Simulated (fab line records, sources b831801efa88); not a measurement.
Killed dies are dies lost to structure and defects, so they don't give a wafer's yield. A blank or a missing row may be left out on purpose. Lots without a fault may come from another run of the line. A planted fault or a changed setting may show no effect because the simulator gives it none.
fab line records | flow gf180mcu
record lots=13 wafers=39 last_day=36
route steps=602 shown LVPWELL@63 V2@404 M3@424
lots that met no fault: from a run of the same line without faults
start_h: hours from the record's first day to the start of the lot's first wafer shown | wait_h: hours since the lot's step before | " the same as in the row above | L1.1+2: a row that stands for several wafers | - no value, or no start given | * or withheld: withheld | < > ~ a bound
route shown NAME@n: a module of which the file shows steps, and the number in the route of the first | usual: mean/standard deviation of fault-free wafers | same: alike in all rows | chamber/n: place in a boat | sites: the reading at each site | _std_site: their standard deviation | _edge_site: outer sites' mean less inner sites' | radius_mm: how far each site lies from the wafer's centre | mask NAME#n: copy n | behind: the tool/chamber that last shaped the wafer | hold: why the lot was held/for how many hours/how that ended | device: the transistor (n, p or np) that didn't switch | end of line: the same wafers' tests at the end of the route | a step without rows: its recipe alone | killed: dies lost to structure and defects at the first sort, not the wafer's yield | map: a wafer's dies, x killed, . not, _ none there
set.NAME: the setting as run; set.NAME@STEP: as run at that earlier step | model.NAME: the simulator's own value behind a step, which no gauge read
steps of the route over a sample of lots; a table a step, a row a wafer
services: from which hour (start_h, from the record's first day; less than 0 if before it) a tool's chamber was out of use, for how many hours, and why
## steps
# step GF_LVPWELL_IMPLANT_09
# recipe species=B energy_kev=60 dose_cm2=5e+12 tilt_deg=0
# usual beam_energy_keV=60.003/0.017 dose_ions_cm2=5e+12/5.8e+09
# columns lot.wafer tool chamber start_h wait_h beam_energy_keV dose_ions_cm2
L638.2 implanter-03 0 72.76 0.1 59.985 5.003e+12
L638.5 " 0 " " 59.990 5.004e+12
L638.6 " 0 " " 60.014 5.006e+12
L639.3 implanter-03 0 81.55 0.1 60.025 5.013e+12
L639.5 " 0 " " 59.999 5.002e+12
L639.6 " 0 " " 59.989 5.006e+12
L640.1 implanter-03 0 87.75 0.1 59.983 4.995e+12
L640.4 " 0 " " 59.980 5.001e+12
L640.6 " 0 " " 59.972 4.995e+12
L643.1 implanter-03 0 102.06 0.1 59.998 5.002e+12
L643.2 " 0 " " 59.978 4.999e+12
L643.6 " 0 " " 60.017 5.003e+12
L646.2 implanter-03 0 121.16 0.1 60.003 5.004e+12
L646.4 " 0 " " 59.977 5.004e+12
L646.6 " 0 " " 59.982 5.005e+12
L647.1 implanter-03 0 127.31 0.1 60.022 5.008e+12
L647.2 " 0 " " 59.994 5.003e+12
L647.6 " 0 " " 60.001 5.001e+12
L648.2 implanter-03 0 133.51 0.1 60.008 5e+12
L648.4 " 0 " " 60.032 5e+12
L648.6 " 0 " " 60.015 4.994e+12
L649.1 implanter-02 0 136.61 0.1 60.015 4.992e+12
L649.3 " 0 " " 60.011 4.992e+12
L649.6 " 0 " " 59.985 4.999e+12
L650.1 implanter-02 0 143.65 0.1 60.012 4.995e+12
L650.5 " 0 " " 59.986 4.989e+12
L650.6 " 0 " " 60.015 4.999e+12
L651.2 implanter-03 0 148.45 0.1 60.000 5e+12
L651.3 " 0 " " 60.028 4.996e+12
L651.4 " 0 " " 59.986 4.988e+12
L653.2 implanter-03 0 159.80 0.1 60.022 5.006e+12
L653.4 " 0 " " 59.997 5.007e+12
L653.6 " 0 " " 60.001 5.003e+12
L657.1 implanter-01 0 182.93 0.1 66.568 4.999e+12
L657.5 " 0 " " 66.590 5.007e+12
L657.6 " 0 " " 66.589 5.002e+12
L660.1 implanter-01 0 202.31 0.1 66.603 4.997e+12
L660.4 " 0 " " 66.614 5.002e+12
L660.6 " 0 " " 66.583 4.999e+12
# step GF_VT_IMPLANT_RS_MEAS_48
# recipe thk_meas_gauge=four-point-probe
# usual LVPWELL_RS=1196.9/2.9
# columns lot.wafer tool chamber start_h wait_h LVPWELL_RS[ohm/sq]
L638.2 film_metro-02 - 176.02 0.1 1195.1
L638.5 " - " " 1196.7
L638.6 " - " " 1191.3
L639.3 film_metro-04 - 185.90 0.1 1194.9
L639.5 " - " " 1196.0
L639.6 " - " " 1194.2
L640.1 film_metro-04 - 191.15 0.1 1205.6
L640.4 " - " " 1200.1
L640.6 " - " " 1200.0
L643.1 film_metro-04 - 211.50 0.1 1195.7
L643.2 " - " " 1194.6
L643.6 " - " " 1193.0
L646.2 film_metro-04 - 234.52 0.1 1201.1
L646.4 " - " " 1204.0
L646.6 " - " " 1201.3
L647.1 film_metro-03 - 241.83 0.1 1200.5
L647.2 " - " " 1198.0
L647.6 " - " " 1196.8
L648.2 film_metro-03 - 250.25 0.1 1197.4
L648.4 " - " " 1195.6
L648.6 " - " " 1196.2
L649.1 film_metro-02 - 255.33 0.1 1199.9
L649.3 " - " " 1193.4
L649.6 " - " " 1195.6
L650.1 film_metro-04 - 260.96 0.1 1196.6
L650.5 " - " " 1198.4
L650.6 " - " " 1197.0
L651.2 film_metro-03 - 267.90 0.1 1196.6
L651.3 " - " " 1197.1
L651.4 " - " " 1196.8
L653.2 film_metro-03 - 282.42 0.1 1199.2
L653.4 " - " " 1199.5
L653.6 " - " " 1204.0
L657.1 film_metro-02 - 306.33 0.1 1206.1
L657.5 " - " " 1206.1
L657.6 " - " " 1206.7
L660.1 film_metro-02 - 328.38 0.1 1202.3
L660.4 " - " " 1206.4
L660.6 " - " " 1203.8
# step GF_V2_SPUTTER_22
# recipe material=TiN target_thk_nm=10 chamber_pressure_pa=5 power_w=4000 time_s=40
# usual throttle_valve_pct=29.7/1.1
# same time_s=40
# columns lot.wafer tool chamber start_h wait_h throttle_valve_pct
L638.2 pvd_sputter-01 - 513.20 0.0 28.4
L638.5 " - " " 29.0
L638.6 " - " " 29.4
L639.3 pvd_sputter-02 - 527.09 0.0 29.4
L639.5 " - " " 27.7
L639.6 " - " " 29.2
L640.1 pvd_sputter-01 - 534.20 0.0 29.3
L640.4 " - " " 29.2
L640.6 " - " " 29.1
L643.1 pvd_sputter-01 - 559.14 0.0 28.6
L643.2 " - " " 29.1
L643.6 " - " " 28.4
L646.2 pvd_sputter-02 - 585.40 0.0 31.8
L646.4 " - " " 29.4
L646.6 " - " " 31.1
L647.1 pvd_sputter-01 - 590.20 0.0 29.4
L647.2 " - " " 29.3
L647.6 " - " " 30.4
L648.2 pvd_sputter-03 - 599.79 0.0 30.7
L648.4 " - " " 30.9
L648.6 " - " " 30.9
L649.1 pvd_sputter-03 - 605.96 0.0 31.0
L649.3 " - " " 30.6
L649.6 " - " " 29.8
L650.1 pvd_sputter-03 - 611.04 0.0 30.9
L650.5 " - " " 30.7
L650.6 " - " " 30.3
L651.2 pvd_sputter-02 - 617.34 0.0 29.5
L651.3 " - " " 27.6
L651.4 " - " " 31.9
L653.2 pvd_sputter-01 - 633.46 0.0 30.5
L653.4 " - " " 28.4
L653.6 " - " " 29.2
L657.1 pvd_sputter-03 - 657.39 0.0 31.0
L657.5 " - " " 30.9
L657.6 " - " " 28.7
L660.1 pvd_sputter-02 - 679.43 0.0 31.3
L660.4 " - " " 31.7
L660.6 " - " " 27.4
# step GF_M3_OVL_MEAS_15
# usual M3_OVL=-1/4.8
# columns lot.wafer tool chamber start_h wait_h M3_OVL[nm]
L638.2 overlay-02 - 538.68 0.1 -5
L638.5 " - " " 0
L638.6 " - " " 4
L639.3 overlay-02 - 552.62 0.1 -1
L639.5 " - " " 3
L639.6 " - " " 4
L640.1 overlay-02 - 558.83 0.1 -1
L640.4 " - " " 4
L640.6 " - " " -2
L643.1 overlay-02 - 583.04 0.1 -1
L643.2 " - " " -4
L643.6 " - " " -4
L646.2 overlay-02 - 609.03 0.1 9
L646.4 " - " " 13
L646.6 " - " " 14
L647.1 overlay-02 - 613.66 0.1 -2
L647.2 " - " " -5
L647.6 " - " " -3
L648.2 overlay-01 - 622.33 0.1 4
L648.4 " - " " -2
L648.6 " - " " 0
L649.1 overlay-01 - 629.11 0.1 1
L649.3 " - " " 3
L649.6 " - " " 4
L650.1 overlay-02 - 633.56 0.1 3
L650.5 " - " " -1
L650.6 " - " " 3
L651.2 overlay-02 - 640.06 0.1 2
L651.3 " - " " -2
L651.4 " - " " -3
L653.2 overlay-01 - 654.66 0.1 5
L653.4 " - " " 3
L653.6 " - " " 10
L657.1 overlay-01 - 679.73 0.1 -6
L657.5 " - " " -5
L657.6 " - " " -2
L660.1 overlay-02 - 701.13 0.1 -5
L660.4 " - " " -5
L660.6 " - " " -2
# step GF_M3_STRIP_17
# recipe chemistry=O2/N2 power_w=1400 pressure_mtorr=1500 platen_temp_c=250 o2_flow_sccm=3000 n2_flow_sccm=300 overash_fraction=0.5
# usual drypump_motor_current_A=5.7/0.46 heater_power_w=318/33 oes_product_au=0.544/0.0055 strip_time_to_endpoint_s=7.53/0.073
# columns lot.wafer tool chamber start_h wait_h drypump_motor_current_A heater_power_w oes_product_au rf_hours_counter_h strip_time_to_endpoint_s
L638.2 plasma_asher-03 1 538.84 0.1 6.6 297 0.541 12 7.47
L638.5 " 1 " " 6.5 303 0.549 - 7.45
L638.6 " 0 " " 5.8 306 0.537 - 7.51
L639.3 plasma_asher-04 1 552.81 0.1 5.7 314 0.537 - 7.46
L639.5 " 0 " " 5.6 381 0.549 - 7.55
L639.6 " 1 " " 5.8 312 0.542 - 7.48
L640.1 plasma_asher-01 0 558.99 0.1 4.9 327 0.547 44 7.48
L640.4 " 1 " " 5.7 274 0.538 - 7.50
L640.6 " 0 " " 5.0 327 0.545 - 7.48
L643.1 plasma_asher-04 0 583.20 0.1 5.7 383 0.537 97 7.51
L643.2 " 1 " " 5.8 318 0.534 97 7.43
L643.6 " 0 " " 5.7 386 0.539 - 7.58
L646.2 plasma_asher-04 0 609.19 0.1 5.7 379 0.547 100 7.44
L646.4 " 0 " " 5.7 371 0.547 - 7.54
L646.6 " 1 " " 5.7 309 0.532 - 7.49
L647.1 plasma_asher-04 0 613.82 0.1 5.6 372 0.545 100 7.55
L647.2 " 1 " " 5.7 309 0.548 100 7.47
L647.6 " 1 " " 5.7 324 0.542 - 7.49
L648.2 plasma_asher-03 1 622.49 0.1 6.6 303 0.546 21 7.55
L648.4 " 1 " " 6.6 296 0.550 - 7.63
L648.6 " 0 " " 5.8 303 0.546 - 7.63
L649.1 plasma_asher-01 0 629.27 0.1 4.9 317 0.538 52 7.43
L649.3 " 0 " " 5.0 321 0.533 - 7.35
L649.6 " 1 " " 5.7 276 0.545 - 7.38
L650.1 plasma_asher-03 0 633.72 0.1 5.8 299 0.546 22 7.50
L650.5 " 0 " " 5.8 291 0.542 - 7.51
L650.6 " 1 " " 6.6 290 0.549 - 7.45
L651.2 plasma_asher-03 0 640.22 0.1 5.8 308 0.542 23 7.51
L651.3 " 0 " " 5.8 299 0.542 - 7.49
L651.4 " 1 " " 6.6 297 0.552 - 7.59
L653.2 plasma_asher-01 1 654.82 0.1 5.7 275 0.550 55 7.43
L653.4 " 1 " " 5.7 281 0.548 - 7.55
L653.6 " 0 " " 4.9 329 0.552 - 7.44
L657.1 plasma_asher-04 1 679.89 0.1 5.8 307 0.542 109 7.50
L657.5 " 0 " " 5.6 388 0.542 - 7.45
L657.6 " 1 " " 5.8 313 0.544 - 7.49
L660.1 plasma_asher-04 1 701.30 0.1 5.8 304 0.535 112 7.48
L660.4 " 0 " " 5.6 376 0.548 - 7.52
L660.6 " 1 " " 5.7 319 0.544 - 7.46
## services
# columns tool chamber start_h hours kind
implanter-03 - 90.98 2.7 repair
implanter-03 - 102.54 3.7 repair
implanter-03 - 122.34 3.2 repair
plasma_asher-03 - 132.52 2.7 repair
plasma_asher-03 - 161.03 3.8 repair
pvd_sputter-02 - 163.92 3.8 repair
pvd_sputter-02 - 170.89 0.7 repair
pvd_sputter-02 - 192.77 2.9 repair
pvd_sputter-03 - 244.98 1.8 repair
pvd_sputter-03 - 253.70 0.6 repair
pvd_sputter-03 - 356.54 2.6 repair
pvd_sputter-01 - 362.35 4.3 repair
plasma_asher-03 - 421.25 9.0 pm
pvd_sputter-03 - 451.92 1.3 repair
implanter-03 - 487.49 3.9 pm
pvd_sputter-02 - 515.81 3.5 repair
plasma_asher-04 - 534.12 0.4 repair
pvd_sputter-01 - 549.63 1.2 repair
implanter-03 - 565.14 4.3 repair
implanter-03 - 639.64 1.1 repair
implanter-03 - 645.86 2.7 pm
pvd_sputter-01 - 648.52 0.9 repair
pvd_sputter-01 - 655.87 3.9 repair
plasma_asher-04 - 687.93 1.0 repair
## key
first_sign step=GF_LVPWELL_IMPLANT_09 reading=beam_energy_keV direction=up sigmas=99+ usual=60.003 struck=66.591
effect step=GF_VT_IMPLANT_RS_MEAS_48 reading=LVPWELL_RS direction=up sigmas=2.9 usual=1196.9 struck=1205.2
met_at GF_LVPWELL_IMPLANT_09
struck_lots L657,L660
tester_left_out L657,L660
not_acting_at GF_V2_SPUTTER_22,GF_M3_OVL_MEAS_15,GF_M3_STRIP_17
fault kind=process_parameter_drift tool=implanter-01 chamber=- onset_h=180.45 steps=GF_LVPWELL_IMPLANT_09 channel=energy_kev offset=6.5967 shape=step end_h=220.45 acts_in=these_recipes_only stated=60
# tester_left_out: of these lots the tester's yield and bins aren't shown, on N5 and GAA mostly nor the transistor test; their killed dies are dies lost to structure and defects alone, not to doping, threshold or leakage, so they don't give the yield
